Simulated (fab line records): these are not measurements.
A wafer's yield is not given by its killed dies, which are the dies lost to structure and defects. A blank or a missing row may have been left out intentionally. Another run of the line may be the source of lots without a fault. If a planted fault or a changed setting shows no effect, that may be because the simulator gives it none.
Which tool is to blame? ; flow sky130 ; 9 lots with 27 wafers sampled at 6 steps, on a route of 708 steps

== WHAT THE GAUGES READ, wafer by wafer ==
SKY_CONTACT_THK_MEAS_03.
lot;measured;on;CONTACT_HDPCVD_THK (nm)
L962;day 31 10:07;film_metro-04;565 554 565
L963;day 31 21:49;film_metro-03;575 566 571
L966;day 33 11:35;film_metro-03;572 570 571
L967;day 33 13:02;film_metro-04;577 567 569
L969;day 34 12:59;film_metro-04;566 566 576
L973;day 35 11:46;film_metro-04;556 554 574
L974;day 35 19:48;film_metro-03;556 567 559
L981;day 37 17:27;film_metro-04;567 571 571
L982;day 37 17:50;film_metro-01;560 564 562

SKY_METAL1_RS_MEAS_05: uses a four-point probe to measure.
lot;measured;on;METAL1_ALCU_RS (ohm/sq)
L962;day 32 16:03;film_metro-03;0.1273 0.1251 0.1266
L963;day 33 02:52;film_metro-02;0.1274 0.1262 0.1278
L966;day 34 16:12;film_metro-03;0.1271 0.1272 0.1283
L967;day 34 17:43;film_metro-04;0.1285 0.1260 0.1271
L969;day 35 17:35;film_metro-03;0.1258 0.1254 0.1267
L973;day 36 15:49;film_metro-02;0.1278 0.1279 0.0689
L974;day 36 23:52;film_metro-04;0.1279 0.0688 0.1262
L981;day 38 20:31;film_metro-04;0.1281 0.1279 0.1270
L982;day 38 21:54;film_metro-02;0.1290 0.1279 0.1282

SKY_METAL1_THK_MEAS_06: measures by xrf.
lot;measured;on;METAL1_ALCU_THK (nm)
L962;day 32 16:10;film_metro-03;253.0 256.3 256.5
L963;day 33 02:59;film_metro-02;254.5 254.8 254.0
L966;day 34 16:19;film_metro-03;251.3 257.0 252.5
L967;day 34 17:50;film_metro-04;251.1 254.2 253.1
L969;day 35 17:41;film_metro-03;255.1 257.0 252.8
L973;day 36 15:56;film_metro-02;251.7 251.2 463.6
L974;day 36 23:59;film_metro-04;252.0 466.4 254.5
L981;day 38 20:37;film_metro-04;251.2 251.9 251.3
L982;day 38 22:01;film_metro-02;250.5 252.8 251.2

== WHAT TOOL EACH LOT RAN ON (gives the tool, then ch and the chambers of the sampled wafers, and finally the start) ==
lot;SKY_LOCAL_INTERCONNECT_ETCH_13;SKY_CONTACT_CVD_24;SKY_METAL1_SPUTTER_02
L962;rie_metal-01 ch 0,1, day 31 09:14;cvd_w-02 ch 0,1, day 32 15:18;pvd_sputter-02, day 32 15:56
L963;rie_metal-01 ch 0, day 31 20:54;cvd_w-01 ch 0,1, day 33 02:07;pvd_sputter-02, day 33 02:46
L966;rie_metal-03 ch 0,1, day 33 10:43;cvd_w-01 ch 0,1, day 34 15:28;pvd_sputter-01, day 34 16:07
L967;rie_metal-04 ch 0,1, day 33 12:09;cvd_w-01 ch 1, day 34 16:58;pvd_sputter-04, day 34 17:37
L969;rie_metal-03 ch 0,1, day 34 12:05;cvd_w-01 ch 0,1, day 35 16:50;pvd_sputter-04, day 35 17:28
L973;rie_metal-04 ch 0,1, day 35 10:52;cvd_w-02 ch 0,1, day 36 15:05;pvd_sputter-04, day 36 15:43
L974;rie_metal-03 ch 0,1, day 35 18:53;cvd_w-01 ch 0,1, day 36 23:08;pvd_sputter-04, day 36 23:46
L981;rie_metal-04 ch 0,1, day 37 16:08;cvd_w-01 ch 0,1, day 38 19:46;pvd_sputter-02, day 38 20:24
L982;rie_metal-03 ch 0, day 37 16:48;cvd_w-01 ch 0,1, day 38 21:10;pvd_sputter-01, day 38 21:49
- SKY_LOCAL_INTERCONNECT_ETCH_13: etches BARC in N2/H2, stops on SiO2, time 45.9 s, target depth 60 nm.
- SKY_CONTACT_CVD_24: deposits W, target thk 340 nm, time 102.12 s.
- SKY_METAL1_SPUTTER_02: material AlCu, target thk 250 nm, time 13.3 s.

== AS READ BY THE TOOLS THEMSELVES (means over the sampled wafers that have a number; for cases with no such wafer, the mark the record gives instead) ==
SKY_LOCAL_INTERCONNECT_ETCH_13.
lot;tool;bias_w (W);chamber_pressure_mTorr (mTorr);drypump_motor_current_A (A);h2_flow_sccm (sccm);n2_flow_sccm (sccm);oes_product_au (a.u.);rf_fwd_power_W (W);throttle_valve_pct (%)
L962;rie_metal-01;100.08;29.995;5.7;200.5;99.82;0.850;494.8;13.217
L963;rie_metal-01;99.79;29.989;5.3;200.5;100.37;0.854;496.9;13.228
L966;rie_metal-03;99.92;29.973;5.6;200.4;100.06;0.857;494.5;13.229
L967;rie_metal-04;99.73;30.044;5.3;200.0;99.83;0.854;495.7;13.227
L969;rie_metal-03;99.62;29.989;5.6;199.6;99.81;0.847;493.1;13.232
L973;rie_metal-04;100.10;30.013;5.7;199.5;99.72;0.857;494.5;13.230
L974;rie_metal-03;99.99;30.020;5.6;200.1;99.83;0.849;495.3;13.230
L981;rie_metal-04;100.16;30.001;5.4;200.1;99.90;0.858;493.8;13.224
L982;rie_metal-03;99.95;29.999;5.8;200.3;100.25;0.851;495.0;13.228

SKY_CONTACT_CVD_24.
lot;tool;chamber_pressure_Torr (Torr);heater_power_w (W)
L962;cvd_w-02;40.02;843
L963;cvd_w-01;39.99;947
L966;cvd_w-01;40.00;926
L967;cvd_w-01;40.07;892
L969;cvd_w-01;40.03;918
L973;cvd_w-02;40.02;834
L974;cvd_w-01;39.96;936
L981;cvd_w-01;39.97;915
L982;cvd_w-01;40.08;915

SKY_METAL1_SPUTTER_02.
lot;tool;throttle_valve_pct (%)
L962;pvd_sputter-02;29.6
L963;pvd_sputter-02;29.1
L966;pvd_sputter-01;29.7
L967;pvd_sputter-04;30.0
L969;pvd_sputter-04;31.0
L973;pvd_sputter-04;29.1
L974;pvd_sputter-04;30.1
L981;pvd_sputter-02;29.2
L982;pvd_sputter-01;30.1

== THE ANSWER, worked out from the rows above alone ==
Rule: what is usual is taken from the lots themselves. Put in order of their means at a reading, lots are off if they are a third of the lots or fewer, leave a main group of 4 or more, and stand apart from it by a gap of 3 or more times the standard deviation of the main group's means; of several such gaps the widest counts. Not used: any main group whose means are identical at the precision the tables above print for the reading. Also off: a lot with no number at a reading for which 4 or more lots have one. Any other lot the step has rows for is counted as sound. The gauges are gone through in route order, then the tools' own readings, and for those a lot's mean is taken as printed above. The first step at which some lot is off is used, and at that step the reading that is off furthest; a lot without a number counts as furthest.
Off: L973, L974, at SKY_METAL1_RS_MEAS_05 (METAL1_ALCU_RS). The main group has a mean of 0.1272 ohm/sq with a standard deviation of 0.00075.
If a tool, at a process step before that reading, ran all the lots that are off and no sound lot after the first of them, it fits. Those tools and the gauges at SKY_METAL1_RS_MEAS_05 are tried in the same way. One fits: pvd_sputter-04 at SKY_METAL1_SPUTTER_02. Its last sound lot is L969 (day 35 17:28), its first lot that is off L973 (day 36 15:43): a fault that began between those two fits.

== WHAT THE SIMULATOR HAD PUT IN ==
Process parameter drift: pvd_sputter-04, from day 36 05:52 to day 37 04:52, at SKY_METAL1_SPUTTER_02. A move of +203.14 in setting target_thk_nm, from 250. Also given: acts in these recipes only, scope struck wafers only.
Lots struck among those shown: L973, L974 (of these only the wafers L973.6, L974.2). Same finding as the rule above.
